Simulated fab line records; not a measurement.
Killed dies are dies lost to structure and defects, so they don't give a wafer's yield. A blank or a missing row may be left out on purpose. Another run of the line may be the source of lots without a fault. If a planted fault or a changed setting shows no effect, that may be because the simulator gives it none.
fab line records ; flow sky130
record: lots: 11; wafers: 33; last_day: 50
route steps=708 shown METAL1@451 VIA1@473 VIA2@509
lots untouched by any fault: they come from a run of this same line in which no faults occurred
start_h: hours from the record's first day to the start of the lot's first wafer shown ; wait_h: how many hours have passed since the lot's step before this one ; " the same as in the row above ; L1.1+2: a row that stands for several wafers ; - value missing, or start not given ; * or withheld: withheld ; < > ~ a bound
route shown NAME@n: NAME is a module with steps in the file, n the number in the route of the first one ; usual: the fault-free wafers' mean and standard deviation ; same: alike in all rows ; chamber/n: place in a boat ; sites: each site's reading ; _std_site: the values' standard deviation ; _edge_site: inner sites' mean taken away from outer sites' mean ; radius_mm: how far each site lies from the wafer's centre ; mask NAME#n: copy n ; behind: the last tool/chamber to shape the wafer ; hold: cause of the lot's hold/its duration in hours/its outcome ; device: the transistor (n, p or np) that didn't switch ; end of line: at the end of the route, the tests of the same wafers ; for a step that has no rows: nothing shown but its recipe ; killed: not the wafer's yield, but the dies lost to structure and defects at the first sort ; map: dies across one wafer; x = killed, . = not, _ = none there
set.NAME: the setting the step ran with; set.NAME@STEP: the setting that earlier step ran with ; model.NAME: the simulator's own value behind a step, which no gauge read
the route's steps for a sample of lots (tables are steps, rows are wafers)
services: a tool's chamber out of use, with start hour (start_h, from the record's first day; less than 0 if before it), hours out, and reason
== steps ==
step: SKY_METAL1_DESCUM_17
recipe: chemistry: O2; source_power_w: 150; bias_power_w: 0; pressure_mtorr: 10; temp_c: 40; time_s: 8
usual: drypump_motor_current_A: 5.7/0.49; oes_product_au: 1.003/0.0066; rf_fwd_power_W: 147.1/0.77
same: bias_power_w: 0
lot.wafer;tool;chamber;start_h;wait_h;drypump_motor_current_A;oes_product_au;rf_fwd_power_W;rf_hours_counter_h
L817.2;rie_metal-02;1;771.40;0.0;6.2;1.005;146.7;4
L817.3;rie_metal-02;1;771.40;0.0;6.2;1.001;147.5;-
L817.6;rie_metal-02;1;771.40;0.0;6.3;1.012;147.0;-
L818.3;rie_metal-03;1;777.74;0.0;5.5;1.005;145.9;-
L818.4;rie_metal-03;1;777.74;0.0;5.5;1.000;146.4;-
L818.5;rie_metal-03;1;777.74;0.0;5.5;0.997;146.6;-
L819.1;rie_metal-03;0;781.77;0.0;4.9;1.014;145.9;8
L819.3;rie_metal-03;0;781.77;0.0;4.9;1.022;146.5;-
L819.4;rie_metal-03;1;781.77;0.0;5.5;1.013;147.3;-
L820.1;rie_metal-03;1;789.02;0.0;5.5;1.011;147.4;14
L820.2;rie_metal-03;0;789.02;0.0;4.9;1.007;145.9;8
L820.6;rie_metal-03;0;789.02;0.0;4.9;1.019;146.6;-
L824.2;rie_metal-03;0;820.52;0.0;4.9;1.007;146.4;9
L824.3;rie_metal-03;1;820.52;0.0;5.5;1.002;146.5;-
L824.6;rie_metal-03;1;820.52;0.0;5.5;1.006;146.3;-
L825.1;rie_metal-02;0;825.40;0.0;5.8;0.994;147.4;11
L825.3;rie_metal-02;0;825.40;0.0;5.8;1.013;147.7;-
L825.5;rie_metal-02;0;825.40;0.0;5.8;1.001;147.1;-
L835.1;rie_metal-04;0;904.71;0.0;6.4;0.999;147.7;15
L835.4;rie_metal-04;0;904.71;0.0;6.4;1.002;146.8;-
L835.6;rie_metal-04;1;904.71;0.0;5.5;0.991;145.7;-
L836.1;rie_metal-02;0;905.42;0.0;5.8;1.006;148.1;14
L836.5;rie_metal-02;0;905.42;0.0;5.8;1.011;147.8;-
L836.6;rie_metal-02;0;905.42;0.0;5.8;1.004;148.1;-
L837.1;rie_metal-03;1;918.95;0.0;5.5;0.993;146.2;2
L837.2;rie_metal-03;0;918.95;0.0;4.9;0.998;146.7;14
L837.6;rie_metal-03;1;918.95;0.0;5.5;1.000;146.6;-
L838.2;rie_metal-04;1;924.13;0.0;5.5;0.998;147.1;2
L838.3;rie_metal-04;1;924.13;0.0;5.5;1.002;147.2;-
L838.5;rie_metal-04;0;924.13;0.0;6.3;0.987;147.6;-
L839.2;rie_metal-02;0;924.48;0.0;5.7;1.007;148.8;16
L839.3;rie_metal-02;0;924.48;0.0;5.7;1.005;148.7;-
L839.4;rie_metal-02;1;924.48;0.0;6.3;0.991;147.2;-
step: SKY_VIA1_ETCH_15
recipe: target: SiO2; chemistry: C4F8/O2/Ar; target_depth_nm: 351; stop_on: TiN; mask_material: KrF-thick; source_w: 1500; bias_w: 1200; pressure_mtorr: 40; c4f8_flow_sccm: withheld; O2_flow_sccm: 6; Ar_flow_sccm: 300; time_s: 54
usual: bias_w: 1200/3.6; oes_product_au: 0.981/0.0056; rf_fwd_power_W: 1487/6.9
lot.wafer;tool;chamber;start_h;wait_h;bias_w;oes_product_au;rf_fwd_power_W;rf_hours_counter_h
L817.2;rie_diel-04;3;800.14;0.0;1205;0.986;1494;24
L817.3;rie_diel-04;2;800.14;0.0;1207;0.987;1488;-
L817.6;rie_diel-04;3;800.14;0.0;1204;0.985;1494;-
L818.3;rie_diel-04;2;806.47;0.0;1203;0.983;1489;5
L818.4;rie_diel-04;2;806.47;0.0;1206;0.983;1489;-
L818.5;rie_diel-04;3;806.47;0.0;1193;0.981;1494;-
L819.1;rie_diel-04;1;810.12;0.0;1202;0.971;1495;0
L819.3;rie_diel-04;2;810.12;0.0;1198;0.982;1490;6
L819.4;rie_diel-04;3;810.12;0.0;1204;0.980;1489;25
L820.1;rie_diel-01;2;816.96;0.0;1193;0.974;1475;3
L820.2;rie_diel-01;1;816.96;0.0;1199;0.978;1483;14
L820.6;rie_diel-01;2;816.96;0.0;1199;0.981;1479;-
L824.2;rie_diel-04;2;848.67;0.0;1192;0.985;1493;6
L824.3;rie_diel-04;0;848.67;0.0;1201;0.974;1486;14
L824.6;rie_diel-04;1;848.67;0.0;1197;0.979;1489;-
L825.1;rie_diel-01;2;853.17;0.0;1199;0.973;1476;4
L825.3;rie_diel-01;0;853.17;0.0;1203;0.975;1485;15
L825.5;rie_diel-01;2;853.17;0.0;1196;0.981;1476;-
L835.1;rie_diel-03;3;930.91;0.0;1200;0.985;1495;16
L835.4;rie_diel-03;0;930.91;0.0;1203;0.984;1476;19
L835.6;rie_diel-03;0;930.91;0.0;1202;0.980;1478;-
L836.1;rie_diel-01;3;932.17;0.0;1196;0.982;1480;0
L836.5;rie_diel-01;0;932.17;0.0;1207;0.987;1488;-
L836.6;rie_diel-01;1;932.17;0.0;1203;0.984;1488;-
L837.1;rie_diel-04;0;944.82;0.0;1202;0.983;1489;16
L837.2;rie_diel-04;3;944.82;0.0;1201;0.984;1485;2
L837.6;rie_diel-04;0;944.82;0.0;1204;0.979;1486;-
L838.2;rie_diel-01;0;949.77;0.0;1197;0.975;1487;19
L838.3;rie_diel-01;2;949.77;0.0;1192;0.973;1481;7
L838.5;rie_diel-01;1;949.77;0.0;1200;0.979;1486;-
L839.2;rie_diel-03;2;950.21;0.0;1197;0.976;1496;19
L839.3;rie_diel-03;1;950.21;0.0;1195;0.985;1477;11
L839.4;rie_diel-03;3;950.21;0.0;1196;0.973;1488;17
step: SKY_VIA2_CMP_02
recipe: material: SiO2; down_force_psi: 4; platen_rpm: 60; pad_velocity_m_s: 0.94248
usual: motor_current_A: 12.5/1.3
lot.wafer;tool;chamber;start_h;wait_h;motor_current_A
L817.3;cmp-02;2;829.02;0.0;11.9
L817.2;cmp-02;1;829.02;0.0;15.1
L817.6;cmp-02;2;829.02;0.0;12.7
L818.3;cmp-02;1;836.14;0.1;15.0
L818.4;cmp-02;2;836.14;0.1;12.6
L818.5;cmp-02;0;836.14;0.1;13.6
L819.4;cmp-02;2;839.20;0.1;12.2
L819.1;cmp-02;3;839.20;0.1;11.5
L819.3;cmp-02;0;839.20;0.1;13.0
L820.1;cmp-01;3;846.14;0.1;12.5
L820.2;cmp-01;2;846.14;0.1;11.0
L820.6;cmp-01;0;846.14;0.1;11.6
L824.2;cmp-02;1;877.86;0.1;14.9
L824.3;cmp-02;3;877.86;0.1;11.6
L824.6;cmp-02;1;877.86;0.1;15.0
L825.1;cmp-02;2;882.32;0.1;12.3
L825.3;cmp-02;1;882.32;0.1;15.7
L825.5;cmp-02;3;882.32;0.1;11.8
L835.1;cmp-02;2;958.04;0.1;11.9
L835.4;cmp-02;0;958.04;0.1;14.0
L835.6;cmp-02;3;958.04;0.1;11.6
L836.1;cmp-01;3;959.07;0.1;12.5
L836.6;cmp-01;2;959.07;0.1;10.6
L836.5;cmp-01;3;959.07;0.1;12.7
L837.2;cmp-02;0;971.04;0.1;13.7
L837.1;cmp-02;1;971.04;0.1;14.8
L837.6;cmp-02;0;971.04;0.1;13.6
L838.2;cmp-01;2;975.82;0.0;9.6
L838.3;cmp-01;1;975.82;0.0;12.7
L838.5;cmp-01;2;975.82;0.0;10.5
L839.4;cmp-02;3;976.54;0.0;12.4
L839.3;cmp-02;1;976.54;0.0;15.2
L839.2;cmp-02;2;976.54;0.0;12.1
step: SKY_VIA2_BOW_MEAS_03
recipe: mode: bow
usual: VIA2_BOW: 87/8.1
lot.wafer;tool;chamber;start_h;wait_h;VIA2_BOW[um]
L817.2;film_metro-02;-;829.34;0.1;93
L817.3;film_metro-02;-;829.34;0.1;91
L817.6;film_metro-02;-;829.34;0.1;84
L818.3;film_metro-03;-;836.38;0.2;89
L818.4;film_metro-03;-;836.38;0.2;83
L818.5;film_metro-03;-;836.38;0.2;84
L819.1;film_metro-03;-;839.45;0.1;77
L819.3;film_metro-03;-;839.45;0.1;88
L819.4;film_metro-03;-;839.45;0.1;89
L820.1;film_metro-03;-;846.44;0.2;71
L820.2;film_metro-03;-;846.44;0.2;86
L820.6;film_metro-03;-;846.44;0.2;92
L824.2;film_metro-04;-;878.13;0.2;83
L824.3;film_metro-04;-;878.13;0.2;90
L824.6;film_metro-04;-;878.13;0.2;88
L825.1;film_metro-04;-;882.62;0.2;86
L825.3;film_metro-04;-;882.62;0.2;89
L825.5;film_metro-04;-;882.62;0.2;82
L835.1;film_metro-04;-;958.34;0.2;82
L835.4;film_metro-04;-;958.34;0.2;78
L835.6;film_metro-04;-;958.34;0.2;92
L836.1;film_metro-02;-;959.32;0.2;91
L836.5;film_metro-02;-;959.32;0.2;85
L836.6;film_metro-02;-;959.32;0.2;91
L837.1;film_metro-04;-;971.29;0.1;87
L837.2;film_metro-04;-;971.29;0.1;94
L837.6;film_metro-04;-;971.29;0.1;105
L838.2;film_metro-02;-;976.14;0.3;81
L838.3;film_metro-02;-;976.14;0.3;85
L838.5;film_metro-02;-;976.14;0.3;89
L839.2;film_metro-02;-;976.86;0.1;89
L839.3;film_metro-02;-;976.86;0.1;80
L839.4;film_metro-02;-;976.86;0.1;82
step: SKY_VIA2_ETCH_15
recipe: target: SiO2; chemistry: C4F8/O2/Ar; target_depth_nm: 546; stop_on: TiN; mask_material: KrF-thick; source_w: 1500; bias_w: 1200; pressure_mtorr: 40; c4f8_flow_sccm: withheld; O2_flow_sccm: 6; Ar_flow_sccm: 300; time_s: 84
usual: bias_w: 1200/3.8; oes_product_au: 0.939/0.0042; rf_fwd_power_W: 1490/5.1
lot.wafer;tool;chamber;start_h;wait_h;bias_w;oes_product_au;rf_fwd_power_W
L817.2;rie_diel-04;1;854.96;0.0;1197;0.937;1493
L817.3;rie_diel-04;2;854.96;0.0;1201;0.929;1489
L817.6;rie_diel-04;1;854.96;0.0;1202;0.937;1487
L818.3;rie_diel-03;3;862.65;0.0;1200;0.947;1489
L818.4;rie_diel-03;2;862.65;0.0;1196;0.941;1488
L818.5;rie_diel-03;2;862.65;0.0;1198;0.931;1495
L819.1;rie_diel-02;0;865.57;0.0;1203;0.940;1485
L819.3;rie_diel-02;3;865.57;0.0;1196;0.934;1492
L819.4;rie_diel-02;1;865.57;0.0;1195;0.952;1485
L820.1;rie_diel-02;2;872.12;0.0;1200;0.945;1494
L820.2;rie_diel-02;3;872.12;0.0;1203;0.941;1499
L820.6;rie_diel-02;1;872.12;0.0;1193;0.943;1495
L824.2;rie_diel-02;0;904.10;0.0;1203;0.938;1488
L824.3;rie_diel-02;1;904.10;0.0;1198;0.944;1493
L824.6;rie_diel-02;3;904.10;0.0;1197;0.940;1493
L825.1;rie_diel-03;3;908.80;0.0;1201;0.938;1493
L825.3;rie_diel-03;1;908.80;0.0;1198;0.885;1488
L825.5;rie_diel-03;0;908.80;0.0;1197;0.887;1487
L835.1;rie_diel-04;2;982.27;0.0;1197;0.936;1492
L835.4;rie_diel-04;3;982.27;0.0;1198;0.932;1492
L835.6;rie_diel-04;2;982.27;0.0;1197;0.940;1495
L836.1;rie_diel-03;1;983.77;0.0;1200;0.934;1488
L836.5;rie_diel-03;3;983.77;0.0;1198;0.941;1493
L836.6;rie_diel-03;2;983.77;0.0;1202;0.936;1492
L837.1;rie_diel-02;3;995.10;0.0;1205;0.936;1489
L837.2;rie_diel-02;1;995.10;0.0;1200;0.938;1492
L837.6;rie_diel-02;0;995.10;0.0;1198;0.937;1483
L838.2;rie_diel-03;2;999.76;0.0;1204;0.941;1488
L838.3;rie_diel-03;3;999.76;0.0;1202;0.944;1487
L838.5;rie_diel-03;3;999.76;0.0;1204;0.946;1498
L839.2;rie_diel-02;3;1000.41;0.0;1199;0.932;1500
L839.3;rie_diel-02;2;1000.41;0.0;1198;0.936;1493
L839.4;rie_diel-02;1;1000.41;0.0;1198;0.935;1489
== services ==
tool;chamber;start_h;hours;kind
rie_diel-01;1;773.25;8.7;repair
rie_diel-04;1;773.91;7.6;repair
rie_metal-03;0;774.59;4.2;repair
rie_diel-01;1;786.84;7.9;repair
rie_diel-04;0;790.97;11.7;repair
rie_diel-01;3;793.81;3.2;repair
rie_diel-02;1;804.71;56.0;repair
rie_diel-01;0;805.08;18.7;repair
rie_diel-02;2;819.06;6.7;repair
rie_diel-04;-;835.99;1.1;repair
rie_metal-03;1;837.73;7.1;repair
rie_diel-02;3;841.17;7.1;repair
cmp-02;-;841.29;1.9;repair
cmp-02;-;855.28;5.1;pm
cmp-02;-;885.91;0.3;repair
rie_diel-04;3;904.88;4.0;repair
cmp-02;-;912.10;0.3;repair
cmp-02;-;929.83;0.4;repair
rie_metal-03;-;939.76;9.0;repair
rie_diel-03;3;952.39;1.4;repair
rie_diel-04;0;953.94;7.1;repair
rie_diel-04;1;971.05;7.3;repair
rie_diel-04;-;971.57;0.5;repair
rie_diel-04;0;982.91;3.1;repair
== key ==
first_sign: step: SKY_VIA2_ETCH_15; reading: oes_product_au; direction: down; sigmas: 13; usual: 0.939; struck: 0.886
effect none on later readings
met_at SKY_VIA2_CMP_02
struck_lots L825
struck_wafers L825.3,L825.5
not_acting_at SKY_METAL1_DESCUM_17,SKY_VIA1_ETCH_15,SKY_VIA2_BOW_MEAS_03
onset_between 877.86 882.32
fault: kind: process_parameter_drift; tool: cmp-02; chamber: -; onset_h: 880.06; steps: SKY_VIA2_CMP_02; channel: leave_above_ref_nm; offset: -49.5; shape: step; end_h: 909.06; scope: struck_wafers_only; acts_in: these_recipes_only; stated: 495
